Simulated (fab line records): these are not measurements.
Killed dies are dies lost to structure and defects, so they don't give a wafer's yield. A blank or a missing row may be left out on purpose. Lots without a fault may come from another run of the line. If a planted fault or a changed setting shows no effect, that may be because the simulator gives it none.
fab line records -- flow gf180mcu
[record] lots = 13, wafers = 39, last_day = 34
route steps=602 shown VT_IMPLANT@110 SALICIDE@286 CONTACT@302
lots with no fault: from the same line, run without faults
start_h: hours from the record's opening day to when the first of the lot's shown wafers began -- wait_h: hours since the lot's step before -- " as in the row above -- L1.1+2: a single row standing in for several wafers -- - no value present, or no start provided -- * or withheld: withheld -- < > ~ a bound
route shown NAME@n: a module of which the file shows steps, and the number in the route of the first -- usual: the fault-free wafers' mean and standard deviation -- same: alike in all rows -- chamber/n: place in a boat -- sites: per-site readings -- _std_site: standard deviation of those values -- _edge_site: the outer-site mean with the inner-site mean subtracted -- radius_mm: for every site, how far away it sits from the centre of the wafer -- mask NAME#n: copy n -- behind: the last tool/chamber to shape the wafer -- hold: cause of the lot's hold/its duration in hours/its outcome -- device: the n, p or np transistor that did not switch -- end of line: tests run on the same wafers once the route is complete -- a step given without rows: its recipe and nothing more -- killed: dies lost to structure and defects at the first sort, not the wafer's yield -- map: shows each die of a wafer: x if killed, . if not, _ if none is there
set.NAME: the setting the step ran with; set.NAME@STEP: the setting that earlier step ran with -- model.NAME: the simulator's own value behind a step, which no gauge read
the route's steps for a sample of lots (tables are steps, rows are wafers)
services: from which hour (start_h, from the record's first day; less than 0 if before it) a tool's chamber was out of use, for how many hours, and why
[[steps]]
[step GF_VT_IMPLANT_STRIP_20]
[recipe] chemistry = O2/N2, power_w = 1400, pressure_mtorr = 1500, platen_temp_c = 250, o2_flow_sccm = 3000, n2_flow_sccm = 300, overash_fraction = 0.5
[usual] drypump_motor_current_A = 5.42/0.22, heater_power_w = 301/21, oes_product_au = 0.716/0.0049, strip_time_to_endpoint_s = 12.63/0.038
lot.wafer,tool,chamber,start_h,wait_h,drypump_motor_current_A,heater_power_w,oes_product_au,rf_hours_counter_h,strip_time_to_endpoint_s
L551.1,plasma_asher-03,1,132.42,0.1,5.52,309,0.715,35,12.66
L551.3,plasma_asher-03,1,132.42,0.1,5.51,302,0.713,-,12.69
L551.5,plasma_asher-03,0,132.42,0.1,5.52,288,0.723,-,12.65
L552.1,plasma_asher-03,1,137.51,0.1,5.53,305,0.717,36,12.56
L552.2,plasma_asher-03,0,137.51,0.1,5.52,289,0.703,36,12.60
L552.3,plasma_asher-03,1,137.51,0.1,5.53,298,0.719,-,12.60
L556.1,plasma_asher-03,1,164.46,0.1,5.52,300,0.724,39,12.67
L556.3,plasma_asher-03,1,164.46,0.1,5.53,309,0.718,-,12.66
L556.6,plasma_asher-03,0,164.46,0.1,5.56,288,0.716,-,12.70
L563.2,plasma_asher-03,0,210.11,0.1,5.56,298,0.717,43,12.65
L563.3,plasma_asher-03,0,210.11,0.1,5.57,291,0.725,-,12.67
L563.5,plasma_asher-03,1,210.11,0.1,5.52,313,0.717,-,12.62
L565.4,plasma_asher-03,1,221.39,0.1,5.53,301,0.708,-,12.65
L565.5,plasma_asher-03,0,221.39,0.1,5.54,294,0.711,-,12.61
L565.6,plasma_asher-03,1,221.39,0.1,5.52,310,0.730,-,12.63
L566.1,plasma_asher-03,1,226.77,0.1,5.52,307,0.707,45,12.62
L566.5,plasma_asher-03,1,226.77,0.1,5.54,304,0.723,-,12.61
L566.6,plasma_asher-03,0,226.77,0.1,5.55,285,0.718,-,12.61
L567.1,plasma_asher-04,1,232.31,0.1,5.10,321,0.716,53,12.65
L567.2,plasma_asher-04,0,232.31,0.1,4.92,338,0.721,53,12.64
L567.5,plasma_asher-04,1,232.31,0.1,5.15,313,0.718,-,12.68
L568.1,plasma_asher-04,1,240.81,0.1,5.14,309,0.716,54,12.65
L568.2,plasma_asher-04,0,240.81,0.1,4.94,340,0.723,54,12.67
L568.4,plasma_asher-04,0,240.81,0.1,4.93,340,0.717,-,12.68
L569.3,plasma_asher-04,1,247.70,0.1,5.11,311,0.713,-,12.69
L569.4,plasma_asher-04,0,247.70,0.1,4.95,343,0.722,-,12.69
L569.5,plasma_asher-04,1,247.70,0.1,5.10,314,0.721,-,12.64
L570.3,plasma_asher-03,1,251.75,0.1,5.54,316,0.720,-,12.63
L570.4,plasma_asher-03,0,251.75,0.1,5.54,293,0.723,-,12.63
L570.5,plasma_asher-03,1,251.75,0.1,5.51,306,0.710,-,12.67
L571.2,plasma_asher-02,1,257.46,0.1,5.33,315,0.722,15,12.60
L571.4,plasma_asher-02,1,257.46,0.1,5.36,312,0.716,-,12.58
L571.6,plasma_asher-02,1,257.46,0.1,5.35,310,0.718,-,12.59
L572.1,plasma_asher-03,1,264.28,0.1,5.50,306,0.717,49,12.59
L572.2,plasma_asher-03,0,264.28,0.1,5.57,296,0.708,49,12.61
L572.6,plasma_asher-03,1,264.28,0.1,5.52,305,0.715,-,12.58
L573.2,plasma_asher-03,1,273.03,0.1,5.51,312,0.714,50,12.69
L573.4,plasma_asher-03,1,273.03,0.1,5.54,316,0.710,-,12.66
L573.5,plasma_asher-03,1,273.03,0.1,5.50,302,0.710,-,12.63
[step GF_VT_IMPLANT_EXPOSE_37]
[recipe] mask_id = Nwell_HV_AREA, target_cd_nm = 860, na = 0.6, source_shape = conventional, sigma_outer = 0.6, dose_mj = 140
lot.wafer,tool,chamber,start_h,wait_h,mask
L551.1+3+5,iline_stepper-02,0,155.92,-,Nwell_HV_AREA#0
L552.1+2+3,iline_stepper-01,0,160.72,-,Nwell_HV_AREA#0
L556.1+3+6,iline_stepper-01,0,189.23,-,Nwell_HV_AREA#0
L563.2+3+5,iline_stepper-01,0,237.22,-,Nwell_HV_AREA_R1#0
L565.4+5+6,iline_stepper-02,0,249.21,-,Nwell_HV_AREA#0
L566.1+5+6,iline_stepper-01,0,254.40,-,Nwell_HV_AREA#0
L567.1+2+5,iline_stepper-01,0,260.68,-,Nwell_HV_AREA#0
L568.1+2+4,iline_stepper-02,0,269.12,-,Nwell_HV_AREA#0
L569.3+4+5,iline_stepper-01,0,277.01,-,Nwell_HV_AREA#0
L570.3+4+5,iline_stepper-01,0,281.23,-,Nwell_HV_AREA#0
L571.2+4+6,iline_stepper-01,0,286.70,-,Nwell_HV_AREA#0
L572.1+2+6,iline_stepper-02,0,294.05,-,Nwell_HV_AREA#0
L573.2+4+5,iline_stepper-01,0,303.21,-,Nwell_HV_AREA#0
[step GF_SALICIDE_RTA_08]
[recipe] temp_c = 800, time_s = 30, ambient = N2
[usual] lamp_power_pct = 17.48/0.12, wafer_temp_C_max = 803.0/0.7
[same] time_s = 30
lot.wafer,tool,chamber,start_h,wait_h,lamp_power_pct,wafer_temp_C_max
L551.1,rtp_anneal-01,0,348.24,0.0,17.64,803.4
L551.3,rtp_anneal-01,0,348.24,0.0,17.65,803.2
L551.5,rtp_anneal-01,0,348.24,0.0,17.62,802.3
L552.1,rtp_anneal-01,0,352.87,0.0,17.63,802.9
L552.2,rtp_anneal-01,0,352.87,0.0,17.64,802.5
L552.3,rtp_anneal-01,0,352.87,0.0,17.62,802.9
L556.1,rtp_anneal-01,0,391.62,0.0,17.61,803.0
L556.3,rtp_anneal-01,0,391.62,0.0,17.58,803.2
L556.6,rtp_anneal-01,0,391.62,0.0,17.65,801.8
L563.2,rtp_anneal-02,0,452.60,0.0,17.39,802.4
L563.3,rtp_anneal-02,0,452.60,0.0,17.38,803.5
L563.5,rtp_anneal-02,0,452.60,0.0,17.40,803.9
L565.4,rtp_anneal-01,0,473.58,0.1,17.64,802.5
L565.5,rtp_anneal-01,0,473.58,0.1,17.63,802.2
L565.6,rtp_anneal-01,0,473.58,0.1,17.61,803.5
L566.1,rtp_anneal-01,0,475.88,0.0,17.63,803.3
L566.5,rtp_anneal-01,0,475.88,0.0,17.63,802.2
L566.6,rtp_anneal-01,0,475.88,0.0,17.62,803.1
L567.1,rtp_anneal-02,0,482.62,0.0,17.41,802.5
L567.2,rtp_anneal-02,0,482.62,0.0,17.40,802.6
L567.5,rtp_anneal-02,0,482.62,0.0,17.38,802.4
L568.1,rtp_anneal-01,0,492.52,0.0,17.60,802.7
L568.2,rtp_anneal-01,0,492.52,0.0,17.62,803.0
L568.4,rtp_anneal-01,0,492.52,0.0,17.64,803.2
L569.3,rtp_anneal-02,0,502.13,0.0,17.36,803.6
L569.4,rtp_anneal-02,0,502.13,0.0,17.38,804.0
L569.5,rtp_anneal-02,0,502.13,0.0,17.40,804.0
L570.3,rtp_anneal-02,0,511.91,0.0,17.37,804.1
L570.4,rtp_anneal-02,0,511.91,0.0,17.38,804.1
L570.5,rtp_anneal-02,0,511.91,0.0,17.39,803.3
L571.2,rtp_anneal-02,0,516.90,0.0,17.37,803.5
L571.4,rtp_anneal-02,0,516.90,0.0,17.39,804.2
L571.6,rtp_anneal-02,0,516.90,0.0,17.40,802.7
L572.1,rtp_anneal-02,0,528.14,0.0,17.36,804.2
L572.2,rtp_anneal-02,0,528.14,0.0,17.39,803.0
L572.6,rtp_anneal-02,0,528.14,0.0,17.37,803.2
L573.2,rtp_anneal-02,0,539.19,0.0,17.40,802.3
L573.4,rtp_anneal-02,0,539.19,0.0,17.37,802.6
L573.5,rtp_anneal-02,0,539.19,0.0,17.42,802.2
[step GF_CONTACT_OVL_MEAS_15]
[usual] CONTACT_OVL = -4/5.2
lot.wafer,tool,chamber,start_h,wait_h,CONTACT_OVL[nm]
L551.1,overlay-02,-,369.87,0.1,-12
L551.3,overlay-02,-,369.87,0.1,0
L551.5,overlay-02,-,369.87,0.1,-6
L552.1,overlay-02,-,374.62,0.1,4
L552.2,overlay-02,-,374.62,0.1,1
L552.3,overlay-02,-,374.62,0.1,-4
L556.1,overlay-01,-,415.39,0.1,-7
L556.3,overlay-01,-,415.39,0.1,-11
L556.6,overlay-01,-,415.39,0.1,-5
L563.2,overlay-01,-,477.61,0.1,-2
L563.3,overlay-01,-,477.61,0.1,1
L563.5,overlay-01,-,477.61,0.1,-2
L565.4,overlay-01,-,498.05,0.1,-6
L565.5,overlay-01,-,498.05,0.1,-2
L565.6,overlay-01,-,498.05,0.1,3
L566.1,overlay-01,-,500.67,0.1,0
L566.5,overlay-01,-,500.67,0.1,2
L566.6,overlay-01,-,500.67,0.1,-1
L567.1,overlay-01,-,507.22,0.1,-6
L567.2,overlay-01,-,507.22,0.1,0
L567.5,overlay-01,-,507.22,0.1,-4
L568.1,overlay-01,-,516.41,0.1,-5
L568.2,overlay-01,-,516.41,0.1,-2
L568.4,overlay-01,-,516.41,0.1,-1
L569.3,overlay-02,-,526.27,0.1,-7
L569.4,overlay-02,-,526.27,0.1,-11
L569.5,overlay-02,-,526.27,0.1,-6
L570.3,overlay-01,-,536.28,0.1,-1
L570.4,overlay-01,-,536.28,0.1,-2
L570.5,overlay-01,-,536.28,0.1,1
L571.2,overlay-01,-,540.96,0.1,-4
L571.4,overlay-01,-,540.96,0.1,-11
L571.6,overlay-01,-,540.96,0.1,0
L572.1,overlay-02,-,551.27,0.1,-9
L572.2,overlay-02,-,551.27,0.1,-9
L572.6,overlay-02,-,551.27,0.1,-6
L573.2,overlay-01,-,561.83,0.1,-14
L573.4,overlay-01,-,561.83,0.1,-17
L573.5,overlay-01,-,561.83,0.1,-17
[[services]]
tool,chamber,start_h,hours,kind
iline_stepper-01,-,115.50,1.7,pm
rtp_anneal-02,-,148.64,1.0,pm
iline_stepper-01,-,171.93,2.1,pm
iline_stepper-02,-,198.94,8.9,pm
plasma_asher-04,-,218.41,13.6,repair
iline_stepper-02,-,234.21,1.7,pm
rtp_anneal-02,-,241.90,4.4,pm
plasma_asher-03,-,283.11,2.0,repair
plasma_asher-04,-,296.25,2.4,repair
rtp_anneal-01,-,308.32,3.7,pm
plasma_asher-04,-,310.82,0.5,repair
iline_stepper-01,-,333.68,1.7,pm
plasma_asher-03,-,350.75,0.9,repair
plasma_asher-03,-,356.29,1.5,repair
plasma_asher-03,-,361.43,0.4,repair
plasma_asher-04,-,366.67,10.9,repair
plasma_asher-04,-,412.30,5.2,repair
plasma_asher-04,-,421.30,9.0,pm
iline_stepper-01,-,444.50,2.8,repair
plasma_asher-03,-,450.81,1.3,repair
iline_stepper-02,-,452.39,1.7,pm
plasma_asher-04,-,478.50,9.1,repair
plasma_asher-03,-,517.16,15.6,pm
plasma_asher-04,-,527.95,1.4,repair
[[key]]
[first_sign] step = GF_VT_IMPLANT_EXPOSE_37, reading = mask, direction = changed
effect none on later readings
met_at GF_VT_IMPLANT_EXPOSE_37
struck_lots L563
tester_left_out L563
not_acting_at GF_VT_IMPLANT_STRIP_20,GF_SALICIDE_RTA_08,GF_CONTACT_OVL_MEAS_15
onset_between 189.23 237.22
[fault] kind = wrong_mask, tool = any, chamber = -, onset_h = 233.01, steps = GF_VT_IMPLANT_EXPOSE_37, aux_copy = Nwell_HV_AREA_R1#0, cd_offset_nm = -172, scope = struck_lots_only
// tester_left_out: of these lots the tester's yield and bins aren't shown, on N5 and GAA mostly nor the transistor test; their killed dies are dies lost to structure and defects alone, not to doping, threshold or leakage, so they don't give the yield
